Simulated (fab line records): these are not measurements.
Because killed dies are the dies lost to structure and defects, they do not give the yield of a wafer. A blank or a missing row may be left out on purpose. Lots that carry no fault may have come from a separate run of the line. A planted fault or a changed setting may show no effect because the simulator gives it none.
Which tool was responsible?    flow gf180mcu    Sampling: 14 lots, 42 wafers, 5 of 602 route steps

## WHAT THE GAUGES READ, wafer by wafer
GF_VT_IMPLANT_RS_MEAS_48: measurement is done with a four-point probe.
lot   measured      on             LVPWELL_RS (ohm/sq)
L792  day 7 10:08   film metro-03  1198 1197 1198
L793  day 7 16:38   film metro-03  1194 1195 1198
L794  day 8 00:03   film metro-04  1193 1193 1194
L795  day 8 07:30   film metro-04  1198 1199 1197
L796  day 8 11:47   film metro-04  1198 1196 1197
L804  day 11 08:20  film metro-03  1137 1140 1138
L805  day 11 12:50  film metro-01  1139 1139 1138
L808  day 12 01:43  film metro-01  1198 1195 1197
L810  day 12 15:29  film metro-01  1195 1194 1193
L811  day 12 21:05  film metro-03  1200 1204 1203
L812  day 13 01:32  film metro-01  1201 1202 1203
L813  day 13 10:23  film metro-03  1202 1203 1202
L814  day 13 17:53  film metro-01  1192 1194 1196
L815  day 14 00:00  film metro-04  1194 1189 1191

GF_PSD_TW_MEAS_11.
lot   measured      on             PSD_TW
L792  day 13 22:57  film metro-02  3195 3188 3200
L793  day 14 10:09  film metro-02  3165 3145 3174
L794  day 14 17:29  film metro-04  3175 3164 3145
L795  day 15 01:11  film metro-02  3177 3179 3181
L796  day 15 10:07  film metro-04  3157 3163 3179
L804  day 18 22:00  film metro-01  3171 3176 3162
L805  day 19 04:59  film metro-04  3161 3198 3172
L808  day 20 00:53  film metro-01  3181 3184 3195
L810  day 20 13:42  film metro-02  3156 3163 3175
L811  day 20 20:53  film metro-02  3192 3176 3199
L812  day 21 02:26  film metro-02  3161 3152 3156
L813  day 21 11:14  film metro-04  3143 3157 3134
L814  day 21 18:56  film metro-02  3162 3160 3166
L815  day 22 04:23  film metro-02  3169 3148 3157

GF_CONTACT_THK_MEAS_03.
lot   measured      on             CONTACT_CVD_02_THK (nm)
L792  day 14 21:26  film metro-03  858 872 865
L793  day 15 08:57  film metro-01  851 850 871
L794  day 15 16:48  film metro-03  869 870 876
L795  day 16 00:47  film metro-03  858 869 878
L796  day 16 09:32  film metro-01  853 839 877
L804  day 19 21:47  film metro-01  879 870 883
L805  day 20 05:53  film metro-03  866 849 866
L808  day 21 01:37  film metro-03  863 869 867
L810  day 21 15:03  film metro-03  849 877 874
L811  day 21 21:56  film metro-04  863 853 875
L812  day 22 03:40  film metro-03  858 876 880
L813  day 22 12:50  film metro-03  857 870 880
L814  day 22 19:53  film metro-01  859 857 869
L815  day 23 05:17  film metro-04  857 860 861

## WHAT TOOL EACH LOT RAN ON (gives the tool, then ch and the chambers of the sampled wafers, and finally the start)
lot   GF_LVPWELL_IMPLANT_09           GF_SALICIDE_SPUTTER_02
L792  implanter-01 ch 0, day 3 20:13  pvd sputter-02, day 14 20:44
L793  implanter-01 ch 0, day 4 00:55  pvd sputter-01, day 15 08:14
L794  implanter-01 ch 0, day 4 06:55  pvd sputter-01, day 15 16:05
L795  implanter-01 ch 0, day 4 12:20  pvd sputter-03, day 16 00:01
L796  implanter-03 ch 0, day 4 17:23  pvd sputter-03, day 16 08:49
L804  implanter-01 ch 0, day 7 00:31  pvd sputter-01, day 19 21:05
L805  implanter-01 ch 0, day 7 03:49  pvd sputter-03, day 20 05:05
L808  implanter-02 ch 0, day 7 15:17  pvd sputter-02, day 21 00:49
L810  implanter-03 ch 0, day 8 02:46  pvd sputter-02, day 21 14:14
L811  implanter-03 ch 0, day 8 07:13  pvd sputter-02, day 21 21:10
L812  implanter-02 ch 0, day 8 12:13  pvd sputter-01, day 22 02:58
L813  implanter-02 ch 0, day 8 19:50  pvd sputter-01, day 22 12:08
L814  implanter-03 ch 0, day 9 02:02  pvd sputter-01, day 22 19:10
L815  implanter-03 ch 0, day 9 05:16  pvd sputter-01, day 23 04:34
- GF_LVPWELL_IMPLANT_09
- GF_SALICIDE_SPUTTER_02: material Co, target thk 10 nm, time 20 s.

## AS READ BY THE TOOLS THEMSELVES (means over the sampled wafers that have a number; for cases with no such wafer, the mark the record gives instead)
GF_LVPWELL_IMPLANT_09.
lot   tool          beam on s (s)  faraday current uA
L792  implanter-01  9.94           28.4
L793  implanter-01  9.98           28.2
L794  implanter-01  10.20          27.6
L795  implanter-01  10.06          28.0
L796  implanter-03  9.86           28.6
L804  implanter-01  12.83          22.0
L805  implanter-01  12.92          21.9
L808  implanter-02  9.90           28.5
L810  implanter-03  10.09          28.0
L811  implanter-03  9.98           28.3
L812  implanter-02  10.05          28.1
L813  implanter-02  9.88           28.6
L814  implanter-03  9.96           28.3
L815  implanter-03  9.74           28.9

GF_SALICIDE_SPUTTER_02.
lot   tool            throttle valve pct (%)
L792  pvd sputter-02  29.5
L793  pvd sputter-01  30.1
L794  pvd sputter-01  30.1
L795  pvd sputter-03  30.1
L796  pvd sputter-03  30.4
L804  pvd sputter-01  29.5
L805  pvd sputter-03  30.5
L808  pvd sputter-02  29.3
L810  pvd sputter-02  29.3
L811  pvd sputter-02  29.3
L812  pvd sputter-01  29.2
L813  pvd sputter-01  29.6
L814  pvd sputter-01  29.9
L815  pvd sputter-01  30.1

## THE ANSWER, worked out from the rows above alone
Rule: what is usual is taken from the lots themselves. The widest of any qualifying gaps counts: lots, ordered by their means at a reading, are off when they make up no more than a third of the lots, leave a main group of 4 or more, and stand apart from it by 3 or more times the standard deviation of that group's means. Not used: any main group whose means are identical at the precision the tables above print for the reading. A lot without any number at a reading at which 4 lots or more have one is off too. All remaining lots with rows at the step are treated as sound. The gauges are gone through in route order, then the tools' own readings, and for those a lot's mean is taken as printed above. At the first step where some lot is off, the reading lying furthest off is the one used; lots without a number count as furthest.
Off: at GF_VT_IMPLANT_RS_MEAS_48 (LVPWELL_RS), L804, L805. Main group: mean 1197 ohm/sq, sd 3.5.
A tool fits if, at a process step before that reading, it ran every lot that is off, and no sound lot after the first of them. Not tried: the gauges at GF_VT_IMPLANT_RS_MEAS_48; whatever is off there is also off at GF_LVPWELL_IMPLANT_09, on other tools, and gauge error can't account for it. One fits: implanter-01 at GF_LVPWELL_IMPLANT_09. A fault onset in the window from L795 (day 4 12:20, its last sound lot) to L804 (day 7 00:31, its first lot off) fits.
The tool's own readings at GF_LVPWELL_IMPLANT_09 bear it out: on the lots that are off they differ by more than 5 times the standard deviation of the sound lots' means. beam on s reads 12.88 s there against 9.97 s on the sound lots; faraday current uA reads 21.9 there against 28.3 on the sound lots.

## WHAT THE SIMULATOR HAD PUT IN
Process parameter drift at GF_LVPWELL_IMPLANT_09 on implanter-01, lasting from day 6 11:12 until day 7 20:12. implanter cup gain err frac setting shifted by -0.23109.
Struck lots among those shown: L804, L805. This agrees with what the rule above found.
